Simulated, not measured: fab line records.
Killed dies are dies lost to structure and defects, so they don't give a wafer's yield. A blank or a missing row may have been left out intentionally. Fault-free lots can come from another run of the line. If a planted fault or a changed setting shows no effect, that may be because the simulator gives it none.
What tool caused it?    flow gf180mcu    Sampling: 11 lots, 33 wafers, 5 of 602 route steps

## WHAT THE GAUGES READ, wafer by wafer
GF_HV_LDD_TW_MEAS_23.
lot   measured      on             HV_LDD_2_TW
L824  day 11 02:02  film_metro-01  1073 1073 1074
L825  day 11 11:25  film_metro-04  1049 1051 1054
L830  day 12 19:40  film_metro-02  1042 1043 1040
L831  day 12 22:29  film_metro-01  1075 1076 1080
L832  day 13 03:37  film_metro-02  1038 1029 1033
L835  day 14 04:52  film_metro-04  789 789 785
L836  day 14 11:38  film_metro-02  1046 1048 1052
L839  day 15 17:40  film_metro-04  1058 1055 1062
L844  day 17 06:16  film_metro-02  1043 1038 1044
L845  day 17 07:37  film_metro-01  1073 1075 1081
L846  day 18 00:59  film_metro-02  1037 1037 1041

## WHAT TOOL EACH LOT RAN ON (gives the tool, then ch and the chambers of the sampled wafers, and finally the start)
lot   GF_STI_ETCH_14                   GF_STI_STRIP_15                      GF_HV_LDD_STRIP_10                    GF_HV_LDD_STRIP_22
L824  rie_si-01 ch 0,1,3, day 2 01:13  plasma_asher-01 ch 0,1, day 2 01:17  plasma_asher-03 ch 0,1, day 10 07:25  plasma_asher-04 ch 0,1, day 11 01:55
L825  rie_si-02 ch 0,1,3, day 2 06:25  plasma_asher-02 ch 0,1, day 2 06:30  plasma_asher-04 ch 0,1, day 10 16:28  plasma_asher-04 ch 0,1, day 11 11:19
L830  rie_si-01 ch 0,2, day 3 09:19    plasma_asher-02 ch 0,1, day 3 09:23  plasma_asher-03 ch 0,1, day 11 23:11  plasma_asher-04 ch 0,1, day 12 19:34
L831  rie_si-02 ch 0,2,3, day 3 13:16  plasma_asher-04 ch 0,1, day 3 13:23  plasma_asher-03 ch 0,1, day 12 02:24  plasma_asher-04 ch 0,1, day 12 22:24
L832  rie_si-01 ch 0,2, day 3 18:52    plasma_asher-02 ch 0,1, day 3 18:56  plasma_asher-03 ch 0, day 12 07:13    plasma_asher-04 ch 0,1, day 13 03:31
L835  rie_si-02 ch 0,2,3, day 4 10:16  plasma_asher-02 ch 0,1, day 4 10:20  plasma_asher-03 ch 0,1, day 13 08:28  plasma_asher-04 ch 0,1, day 14 04:46
L836  rie_si-01 ch 1,3, day 4 15:13    plasma_asher-04 ch 0,1, day 4 15:17  plasma_asher-01 ch 1, day 13 14:55    plasma_asher-03 ch 0,1, day 14 11:31
L839  rie_si-02 ch 0,1, day 5 06:28    plasma_asher-02 ch 0, day 5 06:32    plasma_asher-01 ch 0,1, day 14 19:55  plasma_asher-04 ch 0,1, day 15 17:34
L844  rie_si-02 ch 0,1,2, day 6 08:19  plasma_asher-01 ch 0,1, day 6 08:23  plasma_asher-03 ch 0,1, day 16 06:28  plasma_asher-04 ch 0,1, day 17 06:10
L845  rie_si-01 ch 1,2, day 6 13:46    plasma_asher-01 ch 0, day 6 13:50    plasma_asher-04 ch 0,1, day 16 08:43  plasma_asher-04 ch 0,1, day 17 07:31
L846  rie_si-01 ch 1,2,3, day 6 21:37  plasma_asher-01 ch 0,1, day 6 21:41  plasma_asher-03 ch 0,1, day 17 01:50  plasma_asher-01 ch 0,1, day 18 00:53
- GF_STI_ETCH_14: etches Si in HBr/Cl2/O2, target depth 360 nm, time 102.9 s.
- GF_STI_STRIP_15: strips in O2/N2.
- GF_HV_LDD_STRIP_10: strips in O2/N2.
- GF_HV_LDD_STRIP_22: strips in O2/N2.

## THE ANSWER, worked out from the rows above alone
Rule: the usual values come from the lots themselves. The widest of any qualifying gaps counts: lots, ordered by their means at a reading, are off when they make up no more than a third of the lots, leave a main group of 4 or more, and stand apart from it by 3 or more times the standard deviation of that group's means. Not used: any main group whose means are identical at the precision the tables above print for the reading. Also off: a lot with no number at a reading for which 4 or more lots have one. All remaining lots with rows at the step are treated as sound.
Off: at GF_HV_LDD_TW_MEAS_23 (HV_LDD_2_TW), L835. Mean 1054 and standard deviation 16 in the main group.
A tool fits if, at a process step before that reading, it ran every lot that is off, and no sound lot after the first of them. The gauges at GF_HV_LDD_TW_MEAS_23 are tried like those tools. No candidate that was tried fits.

## WHAT WAS PUT IN BY THE SIMULATOR
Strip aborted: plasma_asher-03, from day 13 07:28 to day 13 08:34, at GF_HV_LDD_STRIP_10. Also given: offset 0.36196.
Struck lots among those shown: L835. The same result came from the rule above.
